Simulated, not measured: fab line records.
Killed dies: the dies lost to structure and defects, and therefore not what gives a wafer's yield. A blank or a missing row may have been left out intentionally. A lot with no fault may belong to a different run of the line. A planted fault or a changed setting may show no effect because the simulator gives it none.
A struck lot beside a sound one + flow gf180mcu + 43 steps out of a route of 602
Sound: the wafers L573.1, L573.3, L573.4. Wafers struck: L578.1, L578.4, L578.6. Last of all comes the cause.
Each step with rows lists, per side, the tool, then ch with its chambers, then its first start. Under that, the readings that differ: sound wafers + struck wafers + difference of the means + sigmas: that difference in standard deviations of wafers without a fault.
alike: readings whose means differ by less than 2 such deviations, and words and numbers that are the same on both sides. not compared: withheld readings, readings that some wafer has no value for, bounds like >300 that may hide the same value, and numbers for which the record gives no deviation and whose values overlap.
A row with sigmas, a row that says differs or no value, or rows on one side alone: a step with any of these is where the two part. Non-overlapping numbers with no deviation appear without sigmas and do not part them. A reading missing from all wafers of one side parts the sides only when that side holds two or more wafers.

first, 2 steps without rows for these wafers: GF_LVPWELL_IMPLANT_08; GF_LVPWELL_IMPLANT_09.
GF_LVPWELL_STRIP_10: strips in O2/N2.
  sound on plasmaAsher-03 ch 0,1, day 6 01:52; struck on plasmaAsher-03 ch 0,1, day 7 05:11
  alike: drypumpMotorCurrentA, heaterPowerW, oesProductAu, stripTimeToEndpointS
  not compared: rfHoursCounterH
GF_LVPWELL_TW_MEAS_11:
  sound on filmMetro-04 at day 6 01:58; struck on filmMetro-04 at day 7 05:17
  alike: LVPWELL_TW
then, 7 steps without rows for these wafers: GF_MVSD_DEHYDRATE_00 (time 60 s); GF_MVSD_HMDS_01 (prime time 60 s); GF_MVSD_COAT_02 (resist thk 3000 nm); GF_MVSD_SOFTBAKE_03; GF_MVSD_EXPOSE_04 (exposes mask MVSD, target cd 1000 nm); GF_MVSD_PEB_05; GF_MVSD_DEVELOP_06 (develop time 60 s).
GF_MVSD_OVL_MEAS_07:
  sound on overlay-01 at day 6 16:01; struck on overlay-02 at day 7 20:31
  alike: MVSD_OVL
GF_MVSD_IMPLANT_08:
  sound on implanter-04 ch 0, day 6 16:25; struck on implanter-04 ch 0, day 7 20:33
| reading          | sound                            | struck                        | difference | sigmas      |
|------------------|----------------------------------|-------------------------------|------------|-------------|
| doseIonsCm2      | 1.6011e+13 1.6023e+13 1.6013e+13 | 8.161e+12 8.129e+12 8.129e+12 | -7.876e+12 | -99 or more |
| faradayCurrentUA | 89.1 89.7 88.0                   | 44.7 45.9 44.2                | -44.0      | -26         |
after that, 1 step had no rows for these wafers: GF_MVSD_IMPLANT_09.
GF_MVSD_STRIP_10: strips in O2/N2.
  sound on plasmaAsher-02 ch 0,1, day 6 16:43; struck on plasmaAsher-04 ch 0,1, day 7 20:51
  alike: drypumpMotorCurrentA, heaterPowerW, oesProductAu, stripTimeToEndpointS
  not compared: rfHoursCounterH
GF_MVSD_TW_MEAS_11:
  sound on filmMetro-01 at day 6 16:49; struck on filmMetro-04 at day 7 21:11
| reading | sound          | struck         | difference | sigmas |
|---------|----------------|----------------|------------|--------|
| MVSD_TW | 1560 1564 1567 | 1332 1320 1322 | -239       | -20    |
  not compared: hold
then, 6 steps without rows for these wafers: GF_MVPSD_HMDS_01 (prime time 60 s); GF_MVPSD_COAT_02 (resist thk 3000 nm); GF_MVPSD_SOFTBAKE_03; GF_MVPSD_EXPOSE_04 (exposes mask MVPSD, target cd 1000 nm); GF_MVPSD_PEB_05; GF_MVPSD_DEVELOP_06 (develop time 60 s).
GF_MVPSD_OVL_MEAS_07:
  sound on overlay-01 at day 7 08:58; struck on overlay-02 at day 8 13:25
| reading        | sound       | struck         | difference | sigmas |
|----------------|-------------|----------------|------------|--------|
| MVPSD_OVL (nm) | 1.5 2.0 3.3 | -0.4 -0.5 -1.7 | -3.1       | -2     |
then, 2 steps without rows for these wafers: GF_MVPSD_IMPLANT_08; GF_MVPSD_IMPLANT_09.
GF_MVPSD_STRIP_10: strips in O2/N2.
  sound on plasmaAsher-04 ch 0,1, day 7 09:17; struck on plasmaAsher-03 ch 0,1, day 8 13:44
| reading                  | sound             | struck            | difference | sigmas |
|--------------------------|-------------------|-------------------|------------|--------|
| stripTimeToEndpointS (s) | 36.90 37.03 37.01 | 36.77 36.72 36.74 | -0.24      | -2     |
  alike: drypumpMotorCurrentA, heaterPowerW, oesProductAu
  not compared: rfHoursCounterH
GF_MVPSD_TW_MEAS_11:
  sound on filmMetro-04 at day 7 09:23; struck on filmMetro-01 at day 8 13:50
| reading  | sound       | struck      | difference | sigmas |
|----------|-------------|-------------|------------|--------|
| MVPSD_TW | 557 559 558 | 550 550 550 | -8         | -2     |
then, 7 steps without rows for these wafers: GF_VT_IMPLANT_DEHYDRATE_00 (time 60 s); GF_VT_IMPLANT_HMDS_01 (prime time 60 s); GF_VT_IMPLANT_COAT_02 (resist thk 1000 nm); GF_VT_IMPLANT_SOFTBAKE_03 (time 60 s); GF_VT_IMPLANT_EXPOSE_04 (exposes mask LVPWELL LV AREA, target cd 600 nm); GF_VT_IMPLANT_PEB_05; GF_VT_IMPLANT_DEVELOP_06 (develop time 60 s).
GF_VT_IMPLANT_OVL_MEAS_07:
  sound on overlay-01 at day 8 01:40; struck on overlay-01 at day 9 06:43
  alike: VT_IMPLANT_OVL
after that, 1 step had no rows for these wafers: GF_VT_IMPLANT_IMPLANT_08.
GF_VT_IMPLANT_STRIP_09: strips in O2/N2.
  sound on plasmaAsher-03 ch 0,1, day 8 01:51; struck on plasmaAsher-01 ch 0,1, day 9 06:54
| reading                  | sound       | struck      | difference | sigmas |
|--------------------------|-------------|-------------|------------|--------|
| drypumpMotorCurrentA (A) | 6.4 5.7 6.4 | 5.7 5.3 5.3 | -0.7       | -2     |
  alike: heaterPowerW, oesProductAu, stripTimeToEndpointS
  not compared: rfHoursCounterH
GF_VT_IMPLANT_TW_MEAS_10:
  sound on filmMetro-03 at day 8 01:57; struck on filmMetro-03 at day 9 07:00
  alike: VT_IMPLANT_TW
then, 3 steps without rows for these wafers: GF_VT_IMPLANT_DEHYDRATE_11 (time 60 s); GF_VT_IMPLANT_HMDS_12 (prime time 60 s); GF_VT_IMPLANT_COAT_13 (resist thk 1000 nm).
-- the record jumps here: 2 days lie between the struck wafers' starts before and after --
GF_VT_IMPLANT_RS_MEAS_46: a four-point-probe measurement.
  sound on filmMetro-01 at day 10 04:55; struck on filmMetro-04 at day 11 14:40
| reading          | sound             | struck            | difference | sigmas      |
|------------------|-------------------|-------------------|------------|-------------|
| MVSD_RS (ohm/sq) | 457.4 456.3 456.1 | 640.6 640.5 641.6 | +184.3     | +99 or more |
  not compared: hold
after that, 1 step had no rows for these wafers: GF_PASSIVATION_PROBE_99.

WHERE THEY PART
Earliest at GF_MVSD_IMPLANT_08; latest, in this record, at GF_VT_IMPLANT_RS_MEAS_46.

WHY: whatever the simulator had introduced
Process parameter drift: implanter-04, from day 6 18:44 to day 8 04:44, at GF_MVSD_IMPLANT_08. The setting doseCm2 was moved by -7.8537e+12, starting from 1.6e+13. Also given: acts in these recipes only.
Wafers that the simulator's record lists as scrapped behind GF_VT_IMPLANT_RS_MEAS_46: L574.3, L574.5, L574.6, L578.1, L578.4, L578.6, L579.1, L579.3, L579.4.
